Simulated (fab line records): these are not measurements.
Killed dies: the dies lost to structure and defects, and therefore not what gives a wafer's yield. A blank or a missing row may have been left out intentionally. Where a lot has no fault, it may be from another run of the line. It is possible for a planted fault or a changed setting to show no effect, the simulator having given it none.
fab line records / flow sfq_line
record: lots: 7 wafers: 18 last_day: 83
route steps=325 shown M3@132 I3@133
lots that met no fault: taken from a fault-free run of the same line
start_h: hours from the record's opening day to when the first of the lot's shown wafers began / wait_h: how many hours have passed since the lot's step before this one / " the same as in the row above / L1.1+2: a row that stands for several wafers / - value missing, or start not given / * or withheld: withheld / < > ~ a bound
route shown NAME@n: names a module that has steps shown in the file, with the first one's number in the route / usual: mean/standard deviation taken from wafers without a fault / same: alike in all rows / chamber/n: place in a boat / sites: readings site by site / _std_site: the values' standard deviation / _edge_site: the outer-site mean with the inner-site mean subtracted / radius_mm: for every site, how far away it sits from the centre of the wafer / mask NAME#n: copy n / behind: tool/chamber where the wafer was last shaped / hold: the reason the lot was held/the length of the hold in hours/how it ended / device: the n, p or np transistor that did not switch / end of line: the same wafers' tests at the end of the route / a step without rows: its recipe alone / killed: count of dies lost to structure and defects at first sort (not the wafer's yield) / map: dies across one wafer; x = killed, . = not, _ = none there
set.NAME: the run value of the setting; set.NAME@STEP: its run value at that earlier step / model.NAME: the simulator's own value behind a step, which no gauge read
lots at selected steps of the route; one table per step, one row per wafer
services: the hour from which a tool's chamber was out of use, counted from the record's first day as start_h (under 0 if before that day), plus the number of hours and why
== steps ==
step: SFQ_TRILAYER_M3_STRIP_SOLV_CLEAN_080
recipe: chemistry: NMP temp_c: 70 time_s: 600
step: SFQ_TRILAYER_I3_DEP_PECVD_081
recipe: material: SiO2 temp_c: 150 time_s: 111.11 pressure_torr: 2.4 rf_w: 183.3 precursor: SiH4/N2O target_thk_nm: 500
usual: heater_power_w: 79/16 throttle_valve_pct: 24.5/1.3
lot.wafer=L451.2 tool=pecvd-03 chamber=2 start_h=671.47 wait_h=0.0 heater_power_w=91 throttle_valve_pct=26.0
lot.wafer=L451.3 tool=pecvd-03 chamber=1 start_h=671.47 wait_h=0.0 heater_power_w=66 throttle_valve_pct=25.4
lot.wafer=L451.6 tool=pecvd-03 chamber=1 start_h=671.47 wait_h=0.0 heater_power_w=71 throttle_valve_pct=25.6
lot.wafer=L457.2 tool=pecvd-03 chamber=2 start_h=780.52 wait_h=0.0 heater_power_w=86 throttle_valve_pct=26.0
lot.wafer=L457.3 tool=pecvd-03 chamber=0 start_h=780.52 wait_h=0.0 heater_power_w=101 throttle_valve_pct=26.7
lot.wafer=L461.2 tool=pecvd-01 chamber=2 start_h=820.03 wait_h=0.0 heater_power_w=59 throttle_valve_pct=24.4
lot.wafer=L461.5 tool=pecvd-01 chamber=0 start_h=820.03 wait_h=0.0 heater_power_w=104 throttle_valve_pct=23.6
lot.wafer=L462.2 tool=pecvd-02 chamber=2 start_h=831.77 wait_h=0.0 heater_power_w=86 throttle_valve_pct=25.8
lot.wafer=L462.3 tool=pecvd-02 chamber=0 start_h=831.77 wait_h=0.0 heater_power_w=77 throttle_valve_pct=23.7
lot.wafer=L469.1 tool=pecvd-02 chamber=0 start_h=881.22 wait_h=0.0 heater_power_w=75 throttle_valve_pct=23.8
lot.wafer=L469.4 tool=pecvd-02 chamber=0 start_h=881.22 wait_h=0.0 heater_power_w=78 throttle_valve_pct=23.7
lot.wafer=L469.6 tool=pecvd-02 chamber=2 start_h=881.22 wait_h=0.0 heater_power_w=83 throttle_valve_pct=25.4
lot.wafer=L471.3 tool=pecvd-03 chamber=1 start_h=887.22 wait_h=0.0 heater_power_w=70 throttle_valve_pct=25.6
lot.wafer=L471.4 tool=pecvd-03 chamber=2 start_h=887.22 wait_h=0.0 heater_power_w=91 throttle_valve_pct=26.3
lot.wafer=L471.5 tool=pecvd-03 chamber=1 start_h=887.22 wait_h=0.0 heater_power_w=73 throttle_valve_pct=25.7
lot.wafer=L472.1 tool=pecvd-01 chamber=0 start_h=890.85 wait_h=0.0 heater_power_w=115 throttle_valve_pct=23.9
lot.wafer=L472.2 tool=pecvd-01 chamber=1 start_h=890.85 wait_h=0.0 heater_power_w=85 throttle_valve_pct=23.0
lot.wafer=L472.3 tool=pecvd-01 chamber=2 start_h=890.85 wait_h=0.0 heater_power_w=62 throttle_valve_pct=24.7
step: SFQ_TRILAYER_I3_CMP_CMP_082
recipe: material: SiO2 down_force_psi: 3 platen_rpm: 60 pad_velocity_m_s: 0.94248
usual: motor_current_A: 10.6/0.55 time_to_endpoint_s: 216/6.5
lot.wafer=L451.3 tool=cmp-01 chamber=1 start_h=675.68 wait_h=4.2 motor_current_A=10.9 time_to_endpoint_s=218
lot.wafer=L451.2 tool=cmp-01 chamber=3 start_h=676.68 wait_h=5.2 motor_current_A=10.8 time_to_endpoint_s=213
lot.wafer=L451.6 tool=cmp-01 chamber=1 start_h=677.68 wait_h=6.1 motor_current_A=11.1 time_to_endpoint_s=218
lot.wafer=L457.3 tool=cmp-01 chamber=0 start_h=800.59 wait_h=20.0 motor_current_A=10.4 time_to_endpoint_s=205
lot.wafer=L457.2 tool=cmp-01 chamber=2 start_h=801.59 wait_h=21.0 motor_current_A=10.3 time_to_endpoint_s=208
lot.wafer=L461.2 tool=cmp-01 chamber=2 start_h=832.71 wait_h=12.6 motor_current_A=10.7 time_to_endpoint_s=208
lot.wafer=L461.5 tool=cmp-01 chamber=0 start_h=833.71 wait_h=13.6 motor_current_A=10.8 time_to_endpoint_s=216
lot.wafer=L462.2 tool=cmp-02 chamber=1 start_h=840.61 wait_h=8.8 motor_current_A=9.7 time_to_endpoint_s=225
lot.wafer=L462.3 tool=cmp-02 chamber=2 start_h=840.61 wait_h=8.8 motor_current_A=11.1 time_to_endpoint_s=221
lot.wafer=L469.1 tool=cmp-01 chamber=0 start_h=894.71 wait_h=13.5 motor_current_A=10.7 time_to_endpoint_s=206
lot.wafer=L469.4 tool=cmp-01 chamber=2 start_h=895.71 wait_h=14.4 motor_current_A=10.4 time_to_endpoint_s=210
lot.wafer=L469.6 tool=cmp-01 chamber=0 start_h=896.71 wait_h=15.4 motor_current_A=11.2 time_to_endpoint_s=212
lot.wafer=L471.4 tool=cmp-02 chamber=2 start_h=900.60 wait_h=13.3 motor_current_A=11.4 time_to_endpoint_s=215
lot.wafer=L471.3 tool=cmp-02 chamber=1 start_h=902.10 wait_h=14.8 motor_current_A=9.8 time_to_endpoint_s=220
lot.wafer=L471.5 tool=cmp-02 chamber=3 start_h=903.10 wait_h=15.8 motor_current_A=11.0 time_to_endpoint_s=213
lot.wafer=L472.1 tool=cmp-02 chamber=3 start_h=903.60 wait_h=12.7 motor_current_A=10.7 time_to_endpoint_s=208
lot.wafer=L472.3 tool=cmp-02 chamber=1 start_h=904.60 wait_h=13.7 motor_current_A=10.0 time_to_endpoint_s=220
lot.wafer=L472.2 tool=cmp-02 chamber=2 start_h=904.60 wait_h=13.7 motor_current_A=12.1 time_to_endpoint_s=213
step: SFQ_I3_BOW_MEAS_922
recipe: mode: bow
usual: I3_BOW: 2/8.3
lot.wafer=L451.2 tool=film_metro-01 chamber=- start_h=678.20 wait_h=1.0 I3_BOW[um]=2
lot.wafer=L451.3 tool=film_metro-01 chamber=- start_h=678.20 wait_h=1.0 I3_BOW[um]=-5
lot.wafer=L451.6 tool=film_metro-01 chamber=- start_h=678.20 wait_h=1.0 I3_BOW[um]=-12
lot.wafer=L457.2 tool=film_metro-01 chamber=- start_h=803.61 wait_h=1.5 I3_BOW[um]=-2
lot.wafer=L457.3 tool=film_metro-01 chamber=- start_h=803.61 wait_h=1.5 I3_BOW[um]=-10
lot.wafer=L461.2 tool=film_metro-02 chamber=- start_h=834.23 wait_h=1.0 I3_BOW[um]=11
lot.wafer=L461.5 tool=film_metro-02 chamber=- start_h=834.23 wait_h=1.0 I3_BOW[um]=0
lot.wafer=L462.2 tool=film_metro-02 chamber=- start_h=843.13 wait_h=2.0 I3_BOW[um]=10
lot.wafer=L462.3 tool=film_metro-02 chamber=- start_h=843.13 wait_h=2.0 I3_BOW[um]=1
lot.wafer=L469.1 tool=film_metro-02 chamber=- start_h=897.21 wait_h=2.0 I3_BOW[um]=12
lot.wafer=L469.4 tool=film_metro-02 chamber=- start_h=897.21 wait_h=2.0 I3_BOW[um]=29
lot.wafer=L469.6 tool=film_metro-02 chamber=- start_h=897.21 wait_h=2.0 I3_BOW[um]=5
lot.wafer=L471.3 tool=film_metro-02 chamber=- start_h=903.64 wait_h=1.0 I3_BOW[um]=12
lot.wafer=L471.4 tool=film_metro-02 chamber=- start_h=903.64 wait_h=1.0 I3_BOW[um]=-5
lot.wafer=L471.5 tool=film_metro-02 chamber=- start_h=903.64 wait_h=1.0 I3_BOW[um]=3
lot.wafer=L472.1 tool=film_metro-01 chamber=- start_h=906.60 wait_h=2.5 I3_BOW[um]=1
lot.wafer=L472.2 tool=film_metro-01 chamber=- start_h=906.60 wait_h=2.5 I3_BOW[um]=8
lot.wafer=L472.3 tool=film_metro-01 chamber=- start_h=906.60 wait_h=2.5 I3_BOW[um]=5
step: SFQ_TRILAYER_I3_METRO_MEASURE_083
usual: thk_nm: 200.0/0.94
lot.wafer=L451.2 tool=film_metro-01 chamber=- start_h=678.50 wait_h=0.3 thk_nm=199.2
lot.wafer=L451.3 tool=film_metro-01 chamber=- start_h=678.50 wait_h=0.3 thk_nm=198.8
lot.wafer=L451.6 tool=film_metro-01 chamber=- start_h=678.50 wait_h=0.3 thk_nm=199.8
lot.wafer=L457.2 tool=film_metro-01 chamber=- start_h=803.91 wait_h=0.3 thk_nm=199.6
lot.wafer=L457.3 tool=film_metro-01 chamber=- start_h=803.91 wait_h=0.3 thk_nm=200.5
lot.wafer=L461.2 tool=film_metro-02 chamber=- start_h=834.53 wait_h=0.3 thk_nm=200.5
lot.wafer=L461.5 tool=film_metro-02 chamber=- start_h=834.53 wait_h=0.3 thk_nm=201.0
lot.wafer=L462.2 tool=film_metro-02 chamber=- start_h=843.43 wait_h=0.3 thk_nm=201.0
lot.wafer=L462.3 tool=film_metro-02 chamber=- start_h=843.43 wait_h=0.3 thk_nm=201.1
lot.wafer=L469.1 tool=film_metro-02 chamber=- start_h=897.33 wait_h=0.1 thk_nm=200.4
lot.wafer=L469.4 tool=film_metro-02 chamber=- start_h=897.33 wait_h=0.1 thk_nm=200.8
lot.wafer=L469.6 tool=film_metro-02 chamber=- start_h=897.33 wait_h=0.1 thk_nm=198.9
lot.wafer=L471.3 tool=film_metro-02 chamber=- start_h=904.12 wait_h=0.5 thk_nm=203.4
lot.wafer=L471.4 tool=film_metro-02 chamber=- start_h=904.12 wait_h=0.5 thk_nm=199.5
lot.wafer=L471.5 tool=film_metro-02 chamber=- start_h=904.12 wait_h=0.5 thk_nm=201.0
lot.wafer=L472.1 tool=film_metro-01 chamber=- start_h=906.72 wait_h=0.1 thk_nm=200.7
lot.wafer=L472.2 tool=film_metro-01 chamber=- start_h=906.72 wait_h=0.1 thk_nm=201.1
lot.wafer=L472.3 tool=film_metro-01 chamber=- start_h=906.72 wait_h=0.1 thk_nm=200.6
step: SFQ_TRILAYER_I3_VIA_LITHO_COAT_090
recipe: resist: BARC spin_rpm: 3000 resist_thk_nm: 62
step: SFQ_TRILAYER_I3_VIA_LITHO_COAT_085
recipe: resist: KrF spin_rpm: 3000 resist_thk_nm: 650
step: SFQ_TRILAYER_I3_VIA_LITHO_SOFTBAKE_089
recipe: temp_c: withheld time_s: withheld resist: KrF
step: SFQ_TRILAYER_I3_VIA_LITHO_EXPOSE_086
recipe: mask_id: I3 na: 0.6 source_shape: conventional sigma_outer: 0.65 target_cd_nm: 500 dose_mj: 21.3
step: SFQ_TRILAYER_I3_VIA_LITHO_PEB_088
recipe: peb_temp_c: 115 peb_time_s: 60 resist: KrF
step: SFQ_TRILAYER_I3_VIA_LITHO_DEVELOP_087
recipe: time_s: 60 resist: KrF
step: SFQ_I3_OVL_MEAS_923
usual: I3_OVL: 0/5.7
lot.wafer=L451.2 tool=overlay-01 chamber=- start_h=825.98 wait_h=0.1 I3_OVL[nm]=15
lot.wafer=L451.3 tool=overlay-01 chamber=- start_h=825.98 wait_h=0.1 I3_OVL[nm]=-1
lot.wafer=L451.6 tool=overlay-01 chamber=- start_h=825.98 wait_h=0.1 I3_OVL[nm]=10
lot.wafer=L457.2 tool=overlay-02 chamber=- start_h=937.54 wait_h=0.1 I3_OVL[nm]=6
lot.wafer=L457.3 tool=overlay-02 chamber=- start_h=937.54 wait_h=0.1 I3_OVL[nm]=4
lot.wafer=L461.2 tool=overlay-01 chamber=- start_h=974.82 wait_h=0.1 I3_OVL[nm]=7
lot.wafer=L461.5 tool=overlay-01 chamber=- start_h=974.82 wait_h=0.1 I3_OVL[nm]=2
lot.wafer=L462.2 tool=overlay-02 chamber=- start_h=981.52 wait_h=0.1 I3_OVL[nm]=4
lot.wafer=L462.3 tool=overlay-02 chamber=- start_h=981.52 wait_h=0.1 I3_OVL[nm]=-9
lot.wafer=L469.1 tool=overlay-01 chamber=- start_h=1036.64 wait_h=0.1 I3_OVL[nm]=10
lot.wafer=L469.4 tool=overlay-01 chamber=- start_h=1036.64 wait_h=0.1 I3_OVL[nm]=2
lot.wafer=L469.6 tool=overlay-01 chamber=- start_h=1036.64 wait_h=0.1 I3_OVL[nm]=-4
lot.wafer=L471.3 tool=overlay-01 chamber=- start_h=1045.05 wait_h=0.1 I3_OVL[nm]=-8
lot.wafer=L471.4 tool=overlay-01 chamber=- start_h=1045.05 wait_h=0.1 I3_OVL[nm]=2
lot.wafer=L471.5 tool=overlay-01 chamber=- start_h=1045.05 wait_h=0.1 I3_OVL[nm]=-8
lot.wafer=L472.1 tool=overlay-02 chamber=- start_h=1049.84 wait_h=0.1 I3_OVL[nm]=-3
lot.wafer=L472.2 tool=overlay-02 chamber=- start_h=1049.84 wait_h=0.1 I3_OVL[nm]=1
lot.wafer=L472.3 tool=overlay-02 chamber=- start_h=1049.84 wait_h=0.1 I3_OVL[nm]=-3
step: SFQ_TRILAYER_I3_VIA_BARC_OPEN_VIA_ETCH_121
recipe: mask_material: PR chemistry: O2 target_depth_nm: 125 target: BARC source_w: 500 bias_w: 80 pressure_mtorr: 30 time_s: 41.7
usual: drypump_motor_current_A: 5.6/0.43 oes_product_au: 0.685/0.0048 run_length_s: 70.2/0.37
lot.wafer=L451.2 tool=rie_diel-04 chamber=1 start_h=826.01 wait_h=0.0 drypump_motor_current_A=4.9 oes_product_au=0.683 rf_hours_counter_h=11 run_length_s=70.0 model.KrF_of_TRILAYER_I3_VIA_LITHO_COAT_085.thk_nm=570
lot.wafer=L451.3 tool=rie_diel-04 chamber=3 start_h=826.01 wait_h=0.0 drypump_motor_current_A=5.6 oes_product_au=0.689 rf_hours_counter_h=13 run_length_s=70.2 model.KrF_of_TRILAYER_I3_VIA_LITHO_COAT_085.thk_nm=571
lot.wafer=L451.6 tool=rie_diel-04 chamber=1 start_h=826.01 wait_h=0.0 drypump_motor_current_A=4.8 oes_product_au=0.681 rf_hours_counter_h=- run_length_s=70.7 model.KrF_of_TRILAYER_I3_VIA_LITHO_COAT_085.thk_nm=573.3
lot.wafer=L457.2 tool=rie_diel-02 chamber=0 start_h=937.57 wait_h=0.0 drypump_motor_current_A=6.3 oes_product_au=0.642 rf_hours_counter_h=21 run_length_s=77.0 model.KrF_of_TRILAYER_I3_VIA_LITHO_COAT_085.thk_nm=561.3
lot.wafer=L457.3 tool=rie_diel-02 chamber=1 start_h=937.57 wait_h=0.0 drypump_motor_current_A=5.1 oes_product_au=0.689 rf_hours_counter_h=7 run_length_s=70.3 model.KrF_of_TRILAYER_I3_VIA_LITHO_COAT_085.thk_nm=570.5
lot.wafer=L461.2 tool=rie_diel-02 chamber=3 start_h=974.85 wait_h=0.0 drypump_motor_current_A=5.3 oes_product_au=0.641 rf_hours_counter_h=19 run_length_s=76.9 model.KrF_of_TRILAYER_I3_VIA_LITHO_COAT_085.thk_nm=566.7
lot.wafer=L461.5 tool=rie_diel-02 chamber=0 start_h=974.85 wait_h=0.0 drypump_motor_current_A=6.4 oes_product_au=0.639 rf_hours_counter_h=- run_length_s=77.8 model.KrF_of_TRILAYER_I3_VIA_LITHO_COAT_085.thk_nm=567.6
lot.wafer=L462.2 tool=rie_diel-02 chamber=2 start_h=981.55 wait_h=0.0 drypump_motor_current_A=5.6 oes_product_au=0.641 rf_hours_counter_h=15 run_length_s=77.7 model.KrF_of_TRILAYER_I3_VIA_LITHO_COAT_085.thk_nm=560.5
lot.wafer=L462.3 tool=rie_diel-02 chamber=1 start_h=981.55 wait_h=0.0 drypump_motor_current_A=5.1 oes_product_au=0.677 rf_hours_counter_h=8 run_length_s=70.5 model.KrF_of_TRILAYER_I3_VIA_LITHO_COAT_085.thk_nm=571.4
lot.wafer=L469.1 tool=rie_diel-01 chamber=0 start_h=1036.67 wait_h=0.0 drypump_motor_current_A=5.9 oes_product_au=0.687 rf_hours_counter_h=19 run_length_s=70.7 model.KrF_of_TRILAYER_I3_VIA_LITHO_COAT_085.thk_nm=573.9
lot.wafer=L469.4 tool=rie_diel-01 chamber=1 start_h=1036.67 wait_h=0.0 drypump_motor_current_A=5.8 oes_product_au=0.685 rf_hours_counter_h=16 run_length_s=70.4 model.KrF_of_TRILAYER_I3_VIA_LITHO_COAT_085.thk_nm=575.6
lot.wafer=L469.6 tool=rie_diel-01 chamber=2 start_h=1036.67 wait_h=0.0 drypump_motor_current_A=5.7 oes_product_au=0.682 rf_hours_counter_h=- run_length_s=70.2 model.KrF_of_TRILAYER_I3_VIA_LITHO_COAT_085.thk_nm=576
lot.wafer=L471.3 tool=rie_diel-02 chamber=2 start_h=1045.07 wait_h=0.0 drypump_motor_current_A=5.6 oes_product_au=0.700 rf_hours_counter_h=17 run_length_s=70.4 model.KrF_of_TRILAYER_I3_VIA_LITHO_COAT_085.thk_nm=574.1
lot.wafer=L471.4 tool=rie_diel-02 chamber=1 start_h=1045.07 wait_h=0.0 drypump_motor_current_A=5.1 oes_product_au=0.694 rf_hours_counter_h=10 run_length_s=70.7 model.KrF_of_TRILAYER_I3_VIA_LITHO_COAT_085.thk_nm=573
lot.wafer=L471.5 tool=rie_diel-02 chamber=3 start_h=1045.07 wait_h=0.0 drypump_motor_current_A=5.3 oes_product_au=0.683 rf_hours_counter_h=- run_length_s=69.6 model.KrF_of_TRILAYER_I3_VIA_LITHO_COAT_085.thk_nm=575.2
lot.wafer=L472.1 tool=rie_diel-02 chamber=2 start_h=1049.87 wait_h=0.0 drypump_motor_current_A=5.6 oes_product_au=0.687 rf_hours_counter_h=17 run_length_s=70.3 model.KrF_of_TRILAYER_I3_VIA_LITHO_COAT_085.thk_nm=571.1
lot.wafer=L472.2 tool=rie_diel-02 chamber=3 start_h=1049.87 wait_h=0.0 drypump_motor_current_A=5.3 oes_product_au=0.675 rf_hours_counter_h=21 run_length_s=69.9 model.KrF_of_TRILAYER_I3_VIA_LITHO_COAT_085.thk_nm=571.6
lot.wafer=L472.3 tool=rie_diel-02 chamber=1 start_h=1049.87 wait_h=0.0 drypump_motor_current_A=5.1 oes_product_au=0.695 rf_hours_counter_h=10 run_length_s=70.4 model.KrF_of_TRILAYER_I3_VIA_LITHO_COAT_085.thk_nm=570
step: SFQ_TRILAYER_I3_VIA_ETCH_VIA_ETCH_088
recipe: target: SiO2 stop_on: Nb mask_material: PR taper_deg: 20 chemistry: CHF3 target_depth_nm: 260 source_w: 500 bias_w: 80 pressure_mtorr: 30 time_s: withheld
usual: drypump_motor_current_A: 5.6/0.43 oes_product_au: 0.855/0.0054
lot.wafer=L451.2 tool=rie_diel-04 chamber=1 start_h=826.05 wait_h=0.0 drypump_motor_current_A=4.8 oes_product_au=0.854 model.KrF_of_TRILAYER_I3_VIA_LITHO_COAT_085.thk_nm=525.6
lot.wafer=L451.3 tool=rie_diel-04 chamber=3 start_h=826.05 wait_h=0.0 drypump_motor_current_A=5.6 oes_product_au=0.843 model.KrF_of_TRILAYER_I3_VIA_LITHO_COAT_085.thk_nm=526
lot.wafer=L451.6 tool=rie_diel-04 chamber=1 start_h=826.05 wait_h=0.0 drypump_motor_current_A=4.8 oes_product_au=0.842 model.KrF_of_TRILAYER_I3_VIA_LITHO_COAT_085.thk_nm=528.3
lot.wafer=L457.2 tool=rie_diel-02 chamber=0 start_h=937.61 wait_h=0.0 drypump_motor_current_A=6.4 oes_product_au=0.854 model.KrF_of_TRILAYER_I3_VIA_LITHO_COAT_085.thk_nm=516.8
lot.wafer=L457.3 tool=rie_diel-02 chamber=1 start_h=937.61 wait_h=0.0 drypump_motor_current_A=5.1 oes_product_au=0.863 model.KrF_of_TRILAYER_I3_VIA_LITHO_COAT_085.thk_nm=525.4
lot.wafer=L461.2 tool=rie_diel-02 chamber=3 start_h=974.89 wait_h=0.0 drypump_motor_current_A=5.3 oes_product_au=0.851 model.KrF_of_TRILAYER_I3_VIA_LITHO_COAT_085.thk_nm=522.5
lot.wafer=L461.5 tool=rie_diel-02 chamber=0 start_h=974.89 wait_h=0.0 drypump_motor_current_A=6.4 oes_product_au=0.858 model.KrF_of_TRILAYER_I3_VIA_LITHO_COAT_085.thk_nm=523.8
lot.wafer=L462.2 tool=rie_diel-02 chamber=2 start_h=981.59 wait_h=0.0 drypump_motor_current_A=5.6 oes_product_au=0.865 model.KrF_of_TRILAYER_I3_VIA_LITHO_COAT_085.thk_nm=515.7
lot.wafer=L462.3 tool=rie_diel-02 chamber=1 start_h=981.59 wait_h=0.0 drypump_motor_current_A=5.1 oes_product_au=0.853 model.KrF_of_TRILAYER_I3_VIA_LITHO_COAT_085.thk_nm=526.4
lot.wafer=L469.1 tool=rie_diel-01 chamber=0 start_h=1036.71 wait_h=0.0 drypump_motor_current_A=5.9 oes_product_au=0.854 model.KrF_of_TRILAYER_I3_VIA_LITHO_COAT_085.thk_nm=528.8
lot.wafer=L469.4 tool=rie_diel-01 chamber=1 start_h=1036.71 wait_h=0.0 drypump_motor_current_A=5.8 oes_product_au=0.854 model.KrF_of_TRILAYER_I3_VIA_LITHO_COAT_085.thk_nm=530.9
lot.wafer=L469.6 tool=rie_diel-01 chamber=2 start_h=1036.71 wait_h=0.0 drypump_motor_current_A=5.7 oes_product_au=0.859 model.KrF_of_TRILAYER_I3_VIA_LITHO_COAT_085.thk_nm=531.8
lot.wafer=L471.3 tool=rie_diel-02 chamber=2 start_h=1045.11 wait_h=0.0 drypump_motor_current_A=5.6 oes_product_au=0.868 model.KrF_of_TRILAYER_I3_VIA_LITHO_COAT_085.thk_nm=529.6
lot.wafer=L471.4 tool=rie_diel-02 chamber=1 start_h=1045.11 wait_h=0.0 drypump_motor_current_A=5.1 oes_product_au=0.853 model.KrF_of_TRILAYER_I3_VIA_LITHO_COAT_085.thk_nm=527.9
lot.wafer=L471.5 tool=rie_diel-02 chamber=3 start_h=1045.11 wait_h=0.0 drypump_motor_current_A=5.3 oes_product_au=0.853 model.KrF_of_TRILAYER_I3_VIA_LITHO_COAT_085.thk_nm=531.2
lot.wafer=L472.1 tool=rie_diel-02 chamber=2 start_h=1049.91 wait_h=0.0 drypump_motor_current_A=5.6 oes_product_au=0.861 model.KrF_of_TRILAYER_I3_VIA_LITHO_COAT_085.thk_nm=527
lot.wafer=L472.2 tool=rie_diel-02 chamber=3 start_h=1049.91 wait_h=0.0 drypump_motor_current_A=5.3 oes_product_au=0.860 model.KrF_of_TRILAYER_I3_VIA_LITHO_COAT_085.thk_nm=527.5
lot.wafer=L472.3 tool=rie_diel-02 chamber=1 start_h=1049.91 wait_h=0.0 drypump_motor_current_A=5.1 oes_product_au=0.856 model.KrF_of_TRILAYER_I3_VIA_LITHO_COAT_085.thk_nm=525.1
step: SFQ_TRILAYER_I3_VIA_STRIP_STRIP_089
recipe: gas: O2 power_w: 200 platen_temp_c: 40 overash_fraction: 0.65 chemistry: O2 pressure_mtorr: 50
usual: drypump_motor_current_A: 5.8/0.47 oes_product_au: 0.998/0.0086
lot.wafer=L451.2 tool=rie_metal-02 chamber=0 start_h=826.16 wait_h=- drypump_motor_current_A=6.6 oes_product_au=0.988 rf_hours_counter_h=34
lot.wafer=L451.3 tool=rie_metal-02 chamber=1 start_h=826.16 wait_h=- drypump_motor_current_A=5.9 oes_product_au=0.995 rf_hours_counter_h=-
lot.wafer=L451.6 tool=rie_metal-02 chamber=1 start_h=826.16 wait_h=- drypump_motor_current_A=5.9 oes_product_au=0.991 rf_hours_counter_h=-
lot.wafer=L457.2 tool=rie_metal-01 chamber=1 start_h=937.72 wait_h=- drypump_motor_current_A=5.7 oes_product_au=1.006 rf_hours_counter_h=131
lot.wafer=L457.3 tool=rie_metal-01 chamber=1 start_h=937.72 wait_h=- drypump_motor_current_A=5.7 oes_product_au=1.006 rf_hours_counter_h=-
lot.wafer=L461.2 tool=rie_metal-04 chamber=0 start_h=975.00 wait_h=- drypump_motor_current_A=6.2 oes_product_au=0.981 rf_hours_counter_h=94
lot.wafer=L461.5 tool=rie_metal-04 chamber=0 start_h=975.00 wait_h=- drypump_motor_current_A=6.2 oes_product_au=0.992 rf_hours_counter_h=-
lot.wafer=L462.2 tool=rie_metal-04 chamber=0 start_h=981.70 wait_h=- drypump_motor_current_A=6.2 oes_product_au=0.991 rf_hours_counter_h=95
lot.wafer=L462.3 tool=rie_metal-04 chamber=1 start_h=981.70 wait_h=- drypump_motor_current_A=5.3 oes_product_au=1.005 rf_hours_counter_h=-
lot.wafer=L469.1 tool=rie_metal-01 chamber=0 start_h=1036.83 wait_h=- drypump_motor_current_A=5.3 oes_product_au=1.006 rf_hours_counter_h=16
lot.wafer=L469.4 tool=rie_metal-01 chamber=0 start_h=1036.83 wait_h=- drypump_motor_current_A=5.3 oes_product_au=1.001 rf_hours_counter_h=-
lot.wafer=L469.6 tool=rie_metal-01 chamber=0 start_h=1036.83 wait_h=- drypump_motor_current_A=5.3 oes_product_au=0.997 rf_hours_counter_h=-
lot.wafer=L471.3 tool=rie_metal-02 chamber=1 start_h=1045.43 wait_h=- drypump_motor_current_A=5.9 oes_product_au=0.991 rf_hours_counter_h=-
lot.wafer=L471.4 tool=rie_metal-02 chamber=0 start_h=1045.43 wait_h=- drypump_motor_current_A=6.6 oes_product_au=0.983 rf_hours_counter_h=-
lot.wafer=L471.5 tool=rie_metal-02 chamber=0 start_h=1045.43 wait_h=- drypump_motor_current_A=6.6 oes_product_au=0.988 rf_hours_counter_h=-
lot.wafer=L472.1 tool=rie_metal-02 chamber=0 start_h=1050.03 wait_h=- drypump_motor_current_A=6.6 oes_product_au=0.998 rf_hours_counter_h=62
lot.wafer=L472.2 tool=rie_metal-02 chamber=1 start_h=1050.03 wait_h=- drypump_motor_current_A=6.0 oes_product_au=0.999 rf_hours_counter_h=109
lot.wafer=L472.3 tool=rie_metal-02 chamber=0 start_h=1050.03 wait_h=- drypump_motor_current_A=6.6 oes_product_au=1.001 rf_hours_counter_h=-
== services ==
tool=cmp-02 chamber=- start_h=658.46 hours=1.6 kind=repair
tool=film_metro-02 chamber=- start_h=671.43 hours=0.2 kind=pm
tool=film_metro-01 chamber=- start_h=692.32 hours=2.6 kind=pm
tool=pecvd-03 chamber=1 start_h=699.11 hours=5.1 kind=repair
tool=rie_diel-02 chamber=3 start_h=702.84 hours=13.0 kind=repair
tool=rie_metal-02 chamber=1 start_h=738.27 hours=6.8 kind=repair
tool=pecvd-03 chamber=- start_h=739.21 hours=1.3 kind=repair
tool=cmp-02 chamber=- start_h=749.11 hours=4.0 kind=pm
tool=rie_metal-02 chamber=- start_h=757.61 hours=1.4 kind=repair
tool=film_metro-02 chamber=- start_h=770.67 hours=1.5 kind=pm
tool=film_metro-01 chamber=- start_h=771.49 hours=2.0 kind=pm
tool=cmp-01 chamber=- start_h=778.79 hours=3.0 kind=repair
tool=cmp-01 chamber=- start_h=796.77 hours=3.8 kind=pm
tool=film_metro-02 chamber=- start_h=808.86 hours=0.9 kind=pm
tool=cmp-01 chamber=- start_h=818.40 hours=0.8 kind=repair
tool=rie_diel-02 chamber=0 start_h=860.31 hours=4.4 kind=repair
tool=rie_metal-02 chamber=1 start_h=875.06 hours=8.1 kind=repair
tool=cmp-01 chamber=- start_h=915.21 hours=4.0 kind=pm
tool=film_metro-02 chamber=- start_h=916.43 hours=0.3 kind=pm
tool=cmp-01 chamber=- start_h=957.99 hours=0.6 kind=repair
tool=rie_diel-02 chamber=3 start_h=977.38 hours=5.6 kind=repair
tool=cmp-01 chamber=- start_h=981.45 hours=6.9 kind=pm
tool=rie_diel-02 chamber=2 start_h=988.02 hours=7.2 kind=repair
tool=film_metro-02 chamber=- start_h=1015.67 hours=0.7 kind=pm
== key ==
first_sign: step: SFQ_TRILAYER_I3_VIA_BARC_OPEN_VIA_ETCH_121 reading: run_length_s direction: up sigmas: 20 usual: * struck: *
effect: step: SFQ_TRILAYER_I3_VIA_BARC_OPEN_VIA_ETCH_121 reading: oes_product_au direction: down sigmas: 9.3 usual: 0.685 struck: 0.641
model_effect: step: SFQ_TRILAYER_I3_VIA_BARC_OPEN_VIA_ETCH_121 value: KrF_of_TRILAYER_I3_VIA_LITHO_COAT_085.thk_nm without: 573 struck: 564
model_effect: step: SFQ_TRILAYER_I3_VIA_ETCH_VIA_ETCH_088 value: KrF_of_TRILAYER_I3_VIA_LITHO_COAT_085.thk_nm without: 528.7 struck: 519.7
met_at SFQ_TRILAYER_I3_VIA_BARC_OPEN_VIA_ETCH_121
struck_wafers L457.2,L461.2,L461.5,L462.2
fault: kind: process_parameter_drift tool: rie_diel-02 chamber: - onset_h: 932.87 steps: SFQ_TRILAYER_I3_VIA_BARC_OPEN_VIA_ETCH_121 channel: time_s offset: * shape: step end_h: 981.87 scope: struck_wafers_only acts_in: * stated: *
